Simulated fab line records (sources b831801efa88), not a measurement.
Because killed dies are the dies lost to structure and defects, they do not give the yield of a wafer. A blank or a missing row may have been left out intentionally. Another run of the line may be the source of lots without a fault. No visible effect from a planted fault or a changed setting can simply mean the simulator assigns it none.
Chamber matching    flow gf180mcu    GF_POLY_GATE_ETCH_13 on rie si-01: 4 sister chambers
The step etches poly-Si in HBr/Cl2, stops on SiO2, target depth 198.5 nm, time 69.6 s. 4 wafers are shown with their chamber, then 7 later ones without.

== WAFERS WITH THEIR CHAMBER ==
wafer   chamber  drypump motor current A (A)
L671.2  3        6.6
L671.4  2        5.1
L671.5  0        6.2
L679.4  1        6.2

== WAFERS WITHOUT THEIR CHAMBER ==
wafer   drypump motor current A (A)
L679.5  6.6
L685.1  5.1
L685.2  6.2
L685.3  6.2
L686.1  6.2
L686.2  6.7
L686.3  5.1

== WHICH CHAMBER EACH ONE RAN IN ==
wafer   from the rows above      in truth
L679.5  3                        3
L685.1  2                        2
L685.2  can't be placed: 0 or 1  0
L685.3  can't be placed: 0 or 1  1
L686.1  can't be placed: 0 or 1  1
L686.2  3                        3
L686.3  2                        2
Placed correctly: 4 of 7. Can't be placed from these rows: 3 (the true chamber is among the candidates in 3). Number placed wrongly: 0.
How it was worked out, from the rows above alone: a wafer's distance from a chamber is the root of the sum, over the readings, of the square of ((its reading less the chamber's mean) divided by the reading's scatter). If the next closest chamber is less than 2 further off than the closest, the wafer can't be placed; otherwise it belongs to the closest. For every chamber, the mean is computed from those of its wafers that are shown. The scatter: with one shown wafer a chamber, the root of the mean of the squares of how far each hidden wafer lies from its nearest shown one.
